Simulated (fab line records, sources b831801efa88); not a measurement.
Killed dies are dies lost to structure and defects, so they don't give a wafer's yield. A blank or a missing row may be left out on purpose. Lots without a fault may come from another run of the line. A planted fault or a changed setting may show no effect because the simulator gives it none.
Chamber matching | flow gf180mcu | GF_STI_CMP_25 on cmp-01: 3 sister chambers
The step polishes, stops on Si3N4, t overpolish 33 s, target thk 524.6 nm. 6 wafers are shown with their chamber, then 6 later ones without.

WAFERS WITH THEIR CHAMBER
wafer  | chamber | motor_current_A (A) | time_to_endpoint_s (s)
L298.2 | 2       | 10.3                | 121
L299.5 | 1       | 11.5                | 125
L300.1 | 1       | 11.9                | 121
L300.6 | 0       | 12.8                | 115
L301.4 | 0       | 12.3                | 118
L301.5 | 2       | 10.4                | 122

WAFERS WITHOUT THEIR CHAMBER
wafer  | motor_current_A (A) | time_to_endpoint_s (s)
L305.1 | 10.9                | 119
L305.2 | 11.5                | 120
L305.4 | 12.8                | 111
L307.2 | 12.1                | 120
L307.4 | 12.1                | 111
L307.5 | 12.5                | 108

WHICH CHAMBER EACH WENT THROUGH
wafer  | from the rows above     | in truth
L305.1 | can't be placed: 2 or 1 | 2
L305.2 | 1                       | 1
L305.4 | 0                       | 0
L307.2 | can't be placed: 1 or 0 | 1
L307.4 | 0                       | 0
L307.5 | 0                       | 0
Placed correctly: 4 of 6. Can't be placed from these rows: 2 (the true chamber is among the candidates in 2). Placed wrongly: 0.
How it was worked out, from the rows above alone: a wafer's distance from a chamber is the root of the sum, over the readings, of the square of ((its reading less the chamber's mean) divided by the reading's scatter). The wafer belongs to the nearest chamber; if the next one is less than 2 further off, it can't be placed. A chamber's mean is the mean of its shown wafers. The scatter: the root of (the sum of the squares of (reading less its chamber's mean) over the shown wafers, divided by (wafers less chambers)).
